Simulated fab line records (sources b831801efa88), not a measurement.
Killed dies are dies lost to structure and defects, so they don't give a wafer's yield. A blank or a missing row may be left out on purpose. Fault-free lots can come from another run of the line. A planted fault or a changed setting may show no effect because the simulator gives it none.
Matching of chambers | flow sky130 | 4 sister chambers for SKY_VIA1_ETCH_14 on rie diel-03
The step etches BARC in N2/H2, stops on SiO2, time 45.9 s, target depth 60 nm. 20 wafers are shown with their chamber, then 10 later ones without.

== WAFERS PAIRED WITH THEIR CHAMBERS ==
wafer  | chamber | drypump motor current A (A) | oes product au (a.u.) | throttle valve pct (%)
L074.1 | 0       | 6.6                         | 0.848                 | 13.212
L074.4 | 2       | 5.6                         | 0.854                 | 13.226
L074.6 | 2       | 5.6                         | 0.856                 | 13.220
L076.3 | 2       | 5.5                         | 0.858                 | 13.212
L076.5 | 2       | 5.5                         | 0.863                 | 13.230
L076.6 | 1       | 6.3                         | 0.855                 | 13.222
L077.3 | 0       | 6.6                         | 0.852                 | 13.230
L077.4 | 2       | 5.5                         | 0.864                 | 13.238
L077.5 | 0       | 6.6                         | 0.856                 | 13.218
L080.2 | 2       | 5.5                         | 0.853                 | 13.212
L080.4 | 0       | 6.7                         | 0.859                 | 13.217
L080.6 | 0       | 6.7                         | 0.864                 | 13.231
L086.2 | 3       | 6.2                         | 0.858                 | 13.225
L086.5 | 3       | 6.1                         | 0.857                 | 13.222
L086.6 | 2       | 5.5                         | 0.851                 | 13.221
L090.2 | 2       | 5.5                         | 0.854                 | 13.221
L090.3 | 0       | 6.6                         | 0.850                 | 13.217
L090.5 | 1       | 6.2                         | 0.855                 | 13.227
L091.1 | 2       | 5.5                         | 0.856                 | 13.220
L091.3 | 0       | 6.6                         | 0.855                 | 13.222

SIGNATURES, as means of the wafers listed above
reading                 | chamber 0 | chamber 1 | chamber 2 | chamber 3 | scatter within a chamber
drypump motor current A | 6.629     | 6.250     | 5.522     | 6.150     | 0.0499
oes product au          | 0.85486   | 0.85500   | 0.85656   | 0.85750   | 0.00459
throttle valve pct      | 13.22100  | 13.22450  | 13.22222  | 13.22350  | 0.00736
Rule: distance of a wafer from a chamber = root of the sum over the readings of ((wafer's reading minus chamber's mean) / reading's scatter) squared. The wafer belongs to the nearest chamber; if the next one is less than 2 further off, it can't be placed. The scatter is the square root of a quotient: the sum, over the shown wafers, of each reading's squared deviation from its chamber's mean, divided by wafers minus chambers.

== WAFERS MISSING THEIR CHAMBER ==
wafer  | drypump motor current A (A) | oes product au (a.u.) | throttle valve pct (%)
L091.6 | 6.3                         | 0.864                 | 13.235
L092.2 | 6.7                         | 0.856                 | 13.217
L092.3 | 6.1                         | 0.850                 | 13.226
L092.4 | 6.3                         | 0.852                 | 13.242
L094.2 | 6.3                         | 0.853                 | 13.218
L094.3 | 6.1                         | 0.849                 | 13.210
L094.5 | 5.5                         | 0.864                 | 13.225
L096.1 | 6.3                         | 0.855                 | 13.225
L096.3 | 6.1                         | 0.854                 | 13.241
L096.4 | 6.6                         | 0.851                 | 13.213

== CHAMBER TAKEN BY EACH ==
wafer  | from the rows above     | in truth
L091.6 | can't be placed: 1 or 3 | 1
L092.2 | 0                       | 0
L092.3 | can't be placed: 3 or 1 | 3
L092.4 | can't be placed: 1 or 3 | 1
L094.2 | can't be placed: 1 or 3 | 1
L094.3 | can't be placed: 3 or 1 | 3
L094.5 | 2                       | 2
L096.1 | 1                       | 1
L096.3 | can't be placed: 3 or 1 | 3
L096.4 | 0                       | 0
4 of 10 placed correctly. Cannot be placed on the basis of these rows: 6; the candidates contain the true chamber in 6. Number placed wrongly: 0.
